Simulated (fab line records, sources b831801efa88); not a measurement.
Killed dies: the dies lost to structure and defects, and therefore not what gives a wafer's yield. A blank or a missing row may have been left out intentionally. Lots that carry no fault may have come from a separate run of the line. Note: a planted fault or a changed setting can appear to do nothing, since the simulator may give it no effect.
fab line records | flow sky130
[record] lots = 12 | wafers = 36 | last-day = 50
route steps=708 shown LDD_HVP@286 CONTACT@430 VIA1@459
lots with no fault: from the same line, run without faults
start-h: start of the lot's first displayed wafer, in hours after the record's first day | wait-h: how many hours have passed since the lot's step before this one | " repeats the value in the row above | L1.1+2: a single row standing in for several wafers | - no value, or no start given | * or withheld: withheld | < > ~ a bound
route shown NAME@n: names a module that has steps shown in the file, with the first one's number in the route | usual: average and standard deviation across the fault-free wafers | same: alike in all rows | chamber/n: place in a boat | sites: readings site by site | _std_site: the standard deviation of these | _edge_site: mean of outer sites minus mean of inner sites | radius-mm: for every site, how far away it sits from the centre of the wafer | mask NAME#n: copy n | behind: the last tool/chamber to shape the wafer | hold: why the lot went on hold/how many hours it stayed there/how the hold came to an end | device: transistor that didn't switch, given as n, p or np | end of line: tests run on the same wafers once the route is complete | step lacking rows: just its recipe | killed: the dies lost at the first sort to structure and to defects; this is not the yield of the wafer | map: shows each die of a wafer: x if killed, . if not, _ if none is there
set.NAME: the setting that was run; set.NAME@STEP: the one run at that earlier step | model.NAME: the simulator's own value behind a step, which no gauge read
the route's steps for a sample of lots (tables are steps, rows are wafers)
services: from which hour (start-h, from the record's first day; less than 0 if before it) a tool's chamber was out of use, for how many hours, and why
[[steps]]
[step SKY_LDD_HVP_IMPLANT_08]
[recipe] species = B | energy-kev = 20 | dose-cm2 = 1.7e+13 | tilt-deg = 17.9
[usual] dose-ions-cm2 = 1.6998e+13/1.7e+10 | faraday-current-uA = 96.1/1.9
lot.wafer | tool         | chamber | start-h | wait-h | dose-ions-cm2 | faraday-current-uA
L709.2    | implanter-03 | 0       | 517.23  | 0.0    | 1.6983e+13    | 95.5
L709.5    | "            | 0       | "       | "      | 1.6983e+13    | 95.0
L709.6    | "            | 0       | "       | "      | 1.6997e+13    | 97.3
L710.2    | implanter-02 | 0       | 536.56  | 0.0    | 1.6992e+13    | 96.9
L710.3    | "            | 0       | "       | "      | 1.6976e+13    | 97.1
L710.6    | "            | 0       | "       | "      | 1.7008e+13    | 94.5
L708.3    | implanter-03 | 0       | 537.24  | 0.1    | 1.7007e+13    | 94.5
L708.4    | "            | 0       | "       | "      | 1.7005e+13    | 98.5
L708.5    | "            | 0       | "       | "      | 1.7001e+13    | 95.9
L712.1    | implanter-01 | 0       | 537.49  | 0.0    | 1.696e+13     | 97.2
L712.3    | "            | 0       | "       | "      | 1.7e+13       | 94.7
L712.5    | "            | 0       | "       | "      | 1.6984e+13    | 97.1
L713.2    | implanter-03 | 0       | 542.83  | 0.0    | 1.6997e+13    | 98.7
L713.3    | "            | 0       | "       | "      | 1.6966e+13    | 98.2
L713.4    | "            | 0       | "       | "      | 1.6987e+13    | 94.3
L715.3    | implanter-03 | 0       | 559.45  | 0.1    | 1.7005e+13    | 92.3
L715.4    | "            | 0       | "       | "      | 1.7001e+13    | 97.3
L715.6    | "            | 0       | "       | "      | 1.6998e+13    | 94.1
L717.3    | implanter-03 | 0       | 584.80  | 0.1    | 1.2125e+13    | 70.5
L717.4    | "            | 0       | "       | "      | 1.2142e+13    | 67.9
L717.6    | "            | 0       | "       | "      | 1.2149e+13    | 66.0
L718.2    | implanter-03 | 0       | 585.05  | 0.1    | 1.2138e+13    | 69.2
L718.4    | "            | 0       | "       | "      | 1.2112e+13    | 71.8
L718.6    | "            | 0       | "       | "      | 1.2113e+13    | 69.1
L719.2    | implanter-01 | 0       | 588.08  | 0.0    | 1.7002e+13    | 97.5
L719.3    | "            | 0       | "       | "      | 1.7007e+13    | 93.2
L719.6    | "            | 0       | "       | "      | 1.7012e+13    | 94.2
L728.2    | implanter-02 | 0       | 672.11  | 0.0    | 1.7009e+13    | 98.2
L728.3    | "            | 0       | "       | "      | 1.7008e+13    | 95.6
L728.6    | "            | 0       | "       | "      | 1.7013e+13    | 94.8
L729.3    | implanter-03 | 0       | 686.90  | 0.1    | 1.7028e+13    | 96.7
L729.4    | "            | 0       | "       | "      | 1.7031e+13    | 94.6
L729.5    | "            | 0       | "       | "      | 1.7009e+13    | 94.4
L730.1    | implanter-02 | 0       | 689.00  | 0.0    | 1.7015e+13    | 94.9
L730.2    | "            | 0       | "       | "      | 1.7018e+13    | 94.0
L730.5    | "            | 0       | "       | "      | 1.7007e+13    | 99.0
[step SKY_LDD_HVP_TW_MEAS_10]
[usual] LDD_HVP_TW = 456/8.3
lot.wafer | tool          | chamber | start-h | wait-h | LDD_HVP_TW
L709.2    | film-metro-01 | -       | 517.46  | 0.1    | 446
L709.5    | "             | -       | "       | "      | 443
L709.6    | "             | -       | "       | "      | 447
L710.2    | film-metro-04 | -       | 536.80  | 0.1    | 465
L710.3    | "             | -       | "       | "      | 466
L710.6    | "             | -       | "       | "      | 466
L708.3    | film-metro-01 | -       | 537.46  | 0.1    | 447
L708.4    | "             | -       | "       | "      | 447
L708.5    | "             | -       | "       | "      | 448
L712.1    | film-metro-04 | -       | 537.74  | 0.1    | 465
L712.3    | "             | -       | "       | "      | 465
L712.5    | "             | -       | "       | "      | 468
L713.2    | film-metro-01 | -       | 543.06  | 0.1    | 446
L713.3    | "             | -       | "       | "      | 449
L713.4    | "             | -       | "       | "      | 448
L715.3    | film-metro-03 | -       | 559.67  | 0.1    | 464
L715.4    | "             | -       | "       | "      | 462
L715.6    | "             | -       | "       | "      | 463
L717.3    | film-metro-01 | -       | 585.12  | 0.1    | 405
L717.4    | "             | -       | "       | "      | 404
L717.6    | "             | -       | "       | "      | 403
L718.2    | film-metro-01 | -       | 585.41  | 0.1    | 403
L718.4    | "             | -       | "       | "      | 405
L718.6    | "             | -       | "       | "      | 402
L719.2    | film-metro-04 | -       | 588.31  | 0.1    | 467
L719.3    | "             | -       | "       | "      | 468
L719.6    | "             | -       | "       | "      | 467
L728.2    | film-metro-01 | -       | 672.35  | 0.1    | 448
L728.3    | "             | -       | "       | "      | 445
L728.6    | "             | -       | "       | "      | 447
L729.3    | film-metro-03 | -       | 687.12  | 0.1    | 462
L729.4    | "             | -       | "       | "      | 461
L729.5    | "             | -       | "       | "      | 465
L730.1    | film-metro-03 | -       | 689.25  | 0.1    | 464
L730.2    | "             | -       | "       | "      | 462
L730.5    | "             | -       | "       | "      | 461
[step SKY_CONTACT_CVD_24]
[recipe] material = W | target-thk-nm = 340 | time-s = 102.12 | temp-c = 400 | pressure-torr = 40
[usual] heater-power-w = 848/52
[same] time-s = 102.12
lot.wafer | tool     | chamber | start-h | wait-h | heater-power-w
L709.2    | cvd-w-02 | 1       | 755.91  | 0.0    | 782
L709.5    | "        | 0       | "       | "      | 806
L709.6    | "        | 1       | "       | "      | 790
L708.3    | cvd-w-01 | 0       | 773.79  | 0.1    | 825
L708.4    | "        | 1       | "       | "      | 899
L708.5    | "        | 0       | "       | "      | 827
L710.2    | cvd-w-02 | 1       | 774.71  | 0.0    | 789
L710.3    | "        | 0       | "       | "      | 811
L710.6    | "        | 1       | "       | "      | 790
L712.1    | cvd-w-02 | 1       | 775.88  | 0.0    | 777
L712.3    | "        | 0       | "       | "      | 798
L712.5    | "        | 1       | "       | "      | 787
L713.2    | cvd-w-01 | 0       | 778.11  | 0.0    | 841
L713.3    | "        | 0       | "       | "      | 846
L713.4    | "        | 1       | "       | "      | 880
L715.3    | cvd-w-02 | 1       | 792.58  | 0.1    | 790
L715.4    | "        | 0       | "       | "      | 799
L715.6    | "        | 1       | "       | "      | 805
L718.2    | cvd-w-01 | 0       | 815.47  | 0.0    | 857
L718.4    | "        | 0       | "       | "      | 836
L718.6    | "        | 0       | "       | "      | 843
L717.3    | cvd-w-02 | 1       | 817.75  | 0.1    | 788
L717.4    | "        | 0       | "       | "      | 792
L717.6    | "        | 1       | "       | "      | 781
L719.2    | cvd-w-01 | 0       | 819.69  | 0.0    | 843
L719.3    | "        | 1       | "       | "      | 916
L719.6    | "        | 1       | "       | "      | 935
L728.2    | cvd-w-01 | 1       | 897.16  | 0.0    | 888
L728.3    | "        | 0       | "       | "      | 827
L728.6    | "        | 0       | "       | "      | 853
L729.3    | cvd-w-01 | 1       | 908.50  | 0.1    | 940
L729.4    | "        | 0       | "       | "      | 849
L729.5    | "        | 0       | "       | "      | 827
L730.1    | cvd-w-01 | 0       | 912.42  | 0.0    | 867
L730.2    | "        | 1       | "       | "      | 936
L730.5    | "        | 1       | "       | "      | 913
[step SKY_VIA1_THK_MEAS_01]
[recipe] reads = SiO2_of_VIA1_HDPCVD_00
[usual] VIA1_HDPCVD_THK = 1032/12
lot.wafer | tool          | chamber | start-h | wait-h | VIA1_HDPCVD_THK[nm]
L709.2    | film-metro-01 | -       | 783.96  | 0.1    | 1030
L709.5    | "             | -       | "       | "      | 1038
L709.6    | "             | -       | "       | "      | 1024
L708.3    | film-metro-04 | -       | 802.17  | 0.1    | 1048
L708.4    | "             | -       | "       | "      | 1033
L708.5    | "             | -       | "       | "      | 1016
L710.2    | film-metro-01 | -       | 802.65  | 0.1    | 1025
L710.3    | "             | -       | "       | "      | 1033
L710.6    | "             | -       | "       | "      | 1040
L712.1    | film-metro-04 | -       | 803.75  | 0.1    | 1034
L712.3    | "             | -       | "       | "      | 1026
L712.5    | "             | -       | "       | "      | 1050
L713.2    | film-metro-01 | -       | 806.91  | 0.1    | 1025
L713.3    | "             | -       | "       | "      | 1028
L713.4    | "             | -       | "       | "      | 1041
L715.3    | film-metro-02 | -       | 821.02  | 0.1    | 1030
L715.4    | "             | -       | "       | "      | 1051
L715.6    | "             | -       | "       | "      | 1046
L718.2    | film-metro-01 | -       | 843.71  | 0.1    | 1025
L718.4    | "             | -       | "       | "      | 1053
L718.6    | "             | -       | "       | "      | 1014
L717.3    | film-metro-04 | -       | 845.17  | 0.1    | 1020
L717.4    | "             | -       | "       | "      | 1007
L717.6    | "             | -       | "       | "      | 1006
L719.2    | film-metro-01 | -       | 847.45  | 0.1    | 1033
L719.3    | "             | -       | "       | "      | 1027
L719.6    | "             | -       | "       | "      | 1042
L728.2    | film-metro-04 | -       | 924.45  | 0.1    | 1041
L728.3    | "             | -       | "       | "      | 1033
L728.6    | "             | -       | "       | "      | 1042
L729.3    | film-metro-02 | -       | 935.32  | 0.1    | 1039
L729.4    | "             | -       | "       | "      | 1026
L729.5    | "             | -       | "       | "      | 1033
L730.1    | film-metro-04 | -       | 939.15  | 0.1    | 1026
L730.2    | "             | -       | "       | "      | 1027
L730.5    | "             | -       | "       | "      | 1030
[step SKY_VIA1_ETCH_14]
[recipe] chemistry = N2/H2 | target = BARC | ion-energy-ev = 200 | source-w = 500 | bias-w = 100 | pressure-mtorr = 30 | n2-flow-sccm = 100 | h2-flow-sccm = 200 | stop-on = SiO2 | time-s = 45.9 | target-depth-a = 600
[usual] drypump-motor-current-A = 5.3/0.37 | oes-product-au = 0.854/0.0043 | throttle-valve-pct = 13.223/0.0094
[same] time-s = 45.9
lot.wafer | tool        | chamber | start-h | wait-h | drypump-motor-current-A | oes-product-au | rf-hours-counter-h | throttle-valve-pct
L709.2    | rie-diel-01 | 1       | 810.52  | 0.0    | 5.3                     | 0.848          | 4                  | 13.239
L709.5    | "           | 1       | "       | "      | 5.3                     | 0.854          | -                  | 13.218
L709.6    | "           | 0       | "       | "      | 5.8                     | 0.858          | -                  | 13.234
L708.3    | rie-diel-03 | 3       | 829.70  | 0.0    | 5.8                     | 0.854          | 5                  | 13.221
L708.4    | "           | 1       | "       | "      | 4.6                     | 0.857          | -                  | 13.214
L708.5    | "           | 3       | "       | "      | 5.9                     | 0.860          | -                  | 13.224
L710.2    | rie-diel-01 | 0       | 829.86  | 0.0    | 5.7                     | 0.859          | 11                 | 13.221
L710.3    | "           | 3       | "       | "      | 5.8                     | 0.861          | 5                  | 13.226
L710.6    | "           | 3       | "       | "      | 5.8                     | 0.860          | -                  | 13.223
L712.1    | rie-diel-03 | 3       | 830.70  | 0.0    | 5.8                     | 0.855          | 5                  | 13.209
L712.3    | "           | 1       | "       | "      | 4.6                     | 0.854          | 13                 | 13.228
L712.5    | "           | 2       | "       | "      | 5.3                     | 0.846          | -                  | 13.220
L713.2    | rie-diel-02 | 1       | 833.90  | 0.0    | 5.2                     | 0.850          | 15                 | 13.225
L713.3    | "           | 3       | "       | "      | 5.4                     | 0.851          | 17                 | 13.221
L713.4    | "           | 2       | "       | "      | 5.0                     | 0.853          | 19                 | 13.227
L715.3    | rie-diel-01 | 2       | 847.67  | 0.0    | 4.7                     | 0.859          | 5                  | 13.228
L715.4    | "           | 0       | "       | "      | 5.8                     | 0.856          | 11                 | 13.210
L715.6    | "           | 1       | "       | "      | 5.3                     | 0.855          | -                  | 13.217
L718.2    | rie-diel-01 | 3       | 870.25  | 0.0    | 5.9                     | 0.854          | 7                  | 13.220
L718.4    | "           | 0       | "       | "      | 5.8                     | 0.853          | 12                 | 13.224
L718.6    | "           | 3       | "       | "      | 5.8                     | 0.855          | -                  | 13.216
L717.3    | rie-diel-02 | 0       | 871.21  | 0.0    | 5.0                     | 0.857          | 21                 | 13.229
L717.4    | "           | 3       | "       | "      | 5.4                     | 0.857          | 18                 | 13.228
L717.6    | "           | 2       | "       | "      | 5.1                     | 0.852          | -                  | 13.234
L719.2    | rie-diel-02 | 1       | 874.02  | 0.0    | 5.3                     | 0.857          | 16                 | 13.217
L719.3    | "           | 3       | "       | "      | 5.3                     | 0.849          | 18                 | 13.222
L719.6    | "           | 3       | "       | "      | 5.3                     | 0.853          | -                  | 13.223
L728.2    | rie-diel-02 | 0       | 949.46  | 0.0    | 5.0                     | 0.854          | 23                 | 13.223
L728.3    | "           | 3       | "       | "      | 5.3                     | 0.852          | 20                 | 13.226
L728.6    | "           | 2       | "       | "      | 5.0                     | 0.850          | -                  | 13.226
L729.3    | rie-diel-01 | 0       | 961.37  | 0.0    | 5.7                     | 0.855          | 15                 | 13.216
L729.4    | "           | 3       | "       | "      | 5.8                     | 0.852          | -                  | 13.215
L729.5    | "           | 1       | "       | "      | 5.3                     | 0.848          | -                  | 13.215
L730.1    | rie-diel-01 | 0       | 963.90  | 0.0    | 5.7                     | 0.855          | 15                 | 13.239
L730.2    | "           | 3       | "       | "      | 5.8                     | 0.865          | 9                  | 13.205
L730.5    | "           | 1       | "       | "      | 5.3                     | 0.851          | -                  | 13.204
[[services]]
tool         | chamber | start-h | hours | kind
implanter-03 | -       | 517.99  | 2.2   | repair
rie-diel-01  | 0       | 554.22  | 4.8   | repair
implanter-03 | -       | 567.18  | 0.6   | repair
cvd-w-02     | -       | 569.32  | 2.8   | pm
cvd-w-01     | -       | 655.95  | 0.7   | repair
cvd-w-01     | -       | 666.17  | 1.0   | repair
cvd-w-02     | -       | 703.08  | 0.8   | repair
implanter-03 | -       | 725.06  | 3.5   | repair
implanter-03 | -       | 739.55  | 2.6   | pm
implanter-03 | -       | 751.90  | 15.8  | repair
implanter-03 | -       | 792.78  | 7.6   | repair
rie-diel-01  | -       | 798.95  | 0.7   | repair
cvd-w-01     | -       | 804.22  | 3.8   | pm
rie-diel-01  | 1       | 821.60  | 13.3  | repair
rie-diel-01  | 2       | 832.77  | 2.7   | repair
implanter-03 | -       | 846.69  | 4.8   | pm
cvd-w-02     | -       | 874.14  | 0.8   | repair
cvd-w-01     | 1       | 888.22  | 5.7   | repair
rie-diel-01  | 1       | 888.68  | 6.7   | repair
cvd-w-02     | 0       | 893.97  | 27.0  | repair
rie-diel-01  | 0       | 914.73  | 3.9   | repair
cvd-w-01     | 0       | 955.18  | 1.5   | repair
rie-diel-01  | 2       | 955.54  | 13.3  | repair
implanter-03 | -       | 958.75  | 1.2   | repair
[[key]]
[first-sign] step = SKY_LDD_HVP_IMPLANT_08 | reading = dose-ions-cm2 | direction = down | sigmas = 99+ | usual = * | struck = *
[effect] step = SKY_LDD_HVP_IMPLANT_08 | reading = faraday-current-uA | direction = down | sigmas = 14 | usual = 96.1 | struck = 69.1
[effect] step = SKY_LDD_HVP_TW_MEAS_10 | reading = LDD_HVP_TW | direction = down | sigmas = 6.4 | usual = 456 | struck = 404
met-at SKY_LDD_HVP_IMPLANT_08
struck-lots L717,L718
tester-left-out L717,L718
not-acting-at SKY_CONTACT_CVD_24,SKY_VIA1_THK_MEAS_01,SKY_VIA1_ETCH_14
[fault] kind = process-parameter-drift | tool = implanter-03 | chamber = - | onset-h = 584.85 | steps = SKY_LDD_HVP_IMPLANT_08 | channel = dose-cm2 | offset = * | shape = step | end-h = 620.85 | acts-in = * | stated = *
// tester-left-out: of these lots the tester's yield and bins aren't shown, on N5 and GAA mostly nor the transistor test; their killed dies are dies lost to structure and defects alone, not to doping, threshold or leakage, so they don't give the yield
